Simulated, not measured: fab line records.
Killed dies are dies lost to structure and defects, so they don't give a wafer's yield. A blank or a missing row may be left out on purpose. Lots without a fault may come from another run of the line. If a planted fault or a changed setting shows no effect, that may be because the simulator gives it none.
Which of the tools did it? -- flow gf180mcu -- 36 wafers from 12 lots sampled at 3 of the route's 602 steps

## WHAT EACH GAUGE READ, for each wafer
GF_POLY_GATE_THK_MEAS_01. Usual: POLY_GATE_CVD_00_THK gives 199.7 nm (standard deviation 1.9).
lot,measured,on,POLY_GATE_CVD_00_THK (nm),flag
L683,day 8 12:26,film_metro-02,199.3 201.4 199.8,
L685,day 9 08:41,film_metro-02,197.4 199.1 198.6,
L687,day 9 17:24,film_metro-03,204.1 205.1 203.0,
L689,day 10 10:23,film_metro-04,197.3 199.7 198.9,
L690,day 10 15:21,film_metro-03,201.5 202.1 200.0,
L691,day 10 20:40,film_metro-02,198.4 199.0 199.1,
L692,day 11 04:07,film_metro-03,199.1 196.7 198.3,
L699,day 13 11:55,film_metro-02,198.9 198.3 199.4,
L702,day 14 13:08,film_metro-04,199.4 198.2 198.6,
L703,day 14 18:37,film_metro-04,198.5 198.0 201.1,
L704,day 14 23:15,film_metro-02,196.5 196.8 196.4,
L705,day 15 08:38,film_metro-02,200.1 198.4 200.3,

## EACH LOT AND THE TOOL THAT RAN IT (in order: tool; ch and the chambers of the sampled wafers; start)
lot,GF_LVPWELL_STRIP_10,GF_VT_IMPLANT_STRIP_09
L683,"plasma_asher-01 ch 0,1, day 4 01:17","plasma_asher-03 ch 0,1, day 5 18:34"
L685,"plasma_asher-03 ch 0,1, day 4 15:41","plasma_asher-03 ch 0,1, day 6 11:11"
L687,"plasma_asher-04 ch 0,1, day 4 23:41","plasma_asher-03 ch 0,1, day 6 19:32"
L689,"plasma_asher-04 ch 0,1, day 5 11:14","plasma_asher-02 ch 0,1, day 7 07:31"
L690,"plasma_asher-04 ch 0,1, day 5 17:11","plasma_asher-03 ch 0,1, day 7 13:56"
L691,"plasma_asher-03 ch 0,1, day 5 22:08","plasma_asher-03 ch 0,1, day 7 20:47"
L692,"plasma_asher-04 ch 0, day 6 02:50","plasma_asher-01 ch 0,1, day 8 00:58"
L699,"plasma_asher-03 ch 0,1, day 7 22:40","plasma_asher-01 ch 0,1, day 10 02:16"
L702,"plasma_asher-04 ch 0,1, day 8 15:43","plasma_asher-01 ch 0,1, day 10 20:17"
L703,"plasma_asher-04 ch 0,1, day 8 21:07","plasma_asher-01 ch 0,1, day 11 01:49"
L704,"plasma_asher-04 ch 0,1, day 9 01:11","plasma_asher-03 ch 0,1, day 11 07:22"
L705,"plasma_asher-01 ch 1, day 9 04:59","plasma_asher-02 ch 0,1, day 11 10:59"
- GF_LVPWELL_STRIP_10: strips in O2/N2.
- GF_VT_IMPLANT_STRIP_09: strips in O2/N2.

## WHAT THE TOOLS THEMSELVES READ (means of the sampled wafers that have a number; where no wafer has one, the mark that the record gives instead)
GF_LVPWELL_STRIP_10. Usual: drypump_motor_current_A 5.9 A, standard deviation 0.54; heater_power_w 323 W, standard deviation 35; oes_product_au 0.722 a.u., standard deviation 0.0046; strip_time_to_endpoint_s 36.95 s, standard deviation 0.094.
lot,tool,drypump_motor_current_A (A),heater_power_w (W),oes_product_au (a.u.),strip_time_to_endpoint_s (s),flag
L683,plasma_asher-01,6.1,356,0.720,36.95,
L685,plasma_asher-03,6.5,329,0.726,36.90,
L687,plasma_asher-04,5.4,305,0.721,36.99,
L689,plasma_asher-04,5.4,304,0.722,36.99,
L690,plasma_asher-04,5.3,308,0.722,37.00,
L691,plasma_asher-03,6.5,332,0.726,36.92,
L692,plasma_asher-04,5.9,280,0.722,36.96,
L699,plasma_asher-03,6.3,330,0.722,36.89,
L702,plasma_asher-04,5.4,302,0.723,36.94,
L703,plasma_asher-04,5.4,304,0.720,36.98,
L704,plasma_asher-04,5.6,289,0.722,36.94,
L705,plasma_asher-01,5.6,400,0.722,36.99,

GF_VT_IMPLANT_STRIP_09. Usual: drypump_motor_current_A 6.1 A, standard deviation 0.54; heater_power_w 339 W, standard deviation 24; oes_product_au 0.716 a.u., standard deviation 0.0045; strip_time_to_endpoint_s 12.61 s, standard deviation 0.038.
lot,tool,drypump_motor_current_A (A),heater_power_w (W),oes_product_au (a.u.),strip_time_to_endpoint_s (s),flag
L683,plasma_asher-03,6.3,328,0.712,12.61,
L685,plasma_asher-03,6.5,332,0.714,12.60,
L687,plasma_asher-03,6.5,326,0.717,12.59,
L689,plasma_asher-02,5.2,323,0.717,12.57,
L690,plasma_asher-03,6.3,333,0.711,12.60,
L691,plasma_asher-03,6.5,333,0.717,12.66,
L692,plasma_asher-01,5.9,374,0.713,12.61,
L699,plasma_asher-01,5.8,379,0.719,12.57,
L702,plasma_asher-01,6.1,357,0.714,12.57,
L703,plasma_asher-01,6.1,359,0.716,12.67,
L704,plasma_asher-03,6.3,324,0.713,12.60,
L705,plasma_asher-02,5.2,323,0.715,12.58,

## THE ANSWER, worked out from the rows above alone
Rule: a lot counts as off when the mean over its wafers that have a number is more than 3 standard deviations away from the usual mean. Also off: a lot with no number at a reading for which 4 or more lots have one. All remaining lots with rows at the step are treated as sound. Order of review: gauges by route order, followed by the tools' own readings, for which a lot's mean as printed above is used. At the first step where some lot is off, the reading lying furthest off is the one used; lots without a number count as furthest.
No lot is off at any reading shown: from this, nothing can be told.

## WHAT THE SIMULATOR HAD INSERTED
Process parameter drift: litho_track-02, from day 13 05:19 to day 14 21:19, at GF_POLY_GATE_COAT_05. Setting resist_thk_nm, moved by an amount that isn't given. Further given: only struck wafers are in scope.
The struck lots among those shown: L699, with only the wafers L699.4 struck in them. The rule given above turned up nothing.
